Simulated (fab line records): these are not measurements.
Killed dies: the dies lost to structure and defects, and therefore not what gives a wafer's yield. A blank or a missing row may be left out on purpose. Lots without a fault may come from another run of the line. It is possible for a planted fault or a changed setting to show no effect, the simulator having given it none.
Matching of chambers | flow gf180mcu | GF_V1_CMP_04 on cmp-01 has 4 sister chambers
The step polishes SiO2. 14 wafers are shown with their chamber, then 7 later ones without.

== WAFERS PAIRED WITH THEIR CHAMBERS ==
wafer  | chamber | motor current A (A) | slurry flow ml min | time to endpoint s (s)
L901.2 | 2       | 12.6                | 150.5              | 81
L901.3 | 3       | 13.2                | 149.7              | 82
L901.4 | 0       | 10.8                | 149.0              | 87
L905.2 | 2       | 12.0                | 149.9              | 78
L905.5 | 1       | 11.9                | 149.9              | 86
L905.6 | 0       | 10.3                | 149.6              | 80
L907.3 | 1       | 12.4                | 149.7              | 72
L907.5 | 2       | 12.2                | 150.0              | 79
L907.6 | 3       | 14.4                | 150.0              | 80
L912.1 | 2       | 12.4                | 149.7              | 80
L912.5 | 3       | 13.4                | 149.9              | 86
L912.6 | 0       | 10.1                | 150.1              | 81
L917.4 | 2       | 11.7                | 150.3              | 76
L917.5 | 1       | 12.4                | 149.9              | 82

SIGNATURES (means of the wafers above)
reading            | chamber 0 | chamber 1 | chamber 2 | chamber 3 | scatter within a chamber
motor current A    | 10.400    | 12.233    | 12.180    | 13.667    | 0.417
slurry flow ml min | 149.567   | 149.833   | 150.080   | 149.867   | 0.33
time to endpoint s | 82.67     | 80.00     | 78.80     | 82.67     | 4.08
Rule: a wafer's distance from a chamber is the root of the sum, over the readings, of the square of ((its reading less the chamber's mean) divided by the reading's scatter). If the next closest chamber is less than 2 further off than the closest, the wafer can't be placed; otherwise it belongs to the closest. The scatter: take each reading less its chamber's mean, square it, sum over the shown wafers, divide by the number of wafers less the number of chambers, and take the root.

== WAFERS WITHOUT THEIR CHAMBER ==
wafer  | motor current A (A) | slurry flow ml min | time to endpoint s (s)
L917.6 | 12.0                | 150.2              | 73
L920.2 | 12.1                | 149.7              | 79
L920.5 | 13.8                | 149.5              | 89
L920.6 | 11.6                | 150.0              | 82
L921.2 | 12.3                | 149.8              | 77
L921.5 | 11.0                | 149.6              | 82
L921.6 | 12.3                | 149.6              | 85

== EACH ONE'S CHAMBER ==
wafer  | from the rows above          | in truth
L917.6 | can't be placed: 2 or 1      | 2
L920.2 | can't be placed: 1 or 2      | 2
L920.5 | 3                            | 3
L920.6 | can't be placed: 2 or 1 or 0 | 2
L921.2 | can't be placed: 1 or 2      | 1
L921.5 | can't be placed: 0 or 1 or 2 | 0
L921.6 | can't be placed: 1 or 2 or 3 | 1
Correctly placed: 1 of 7. These rows do not allow placing 6 (true chamber among the candidates in 6). Placed wrongly: 0.
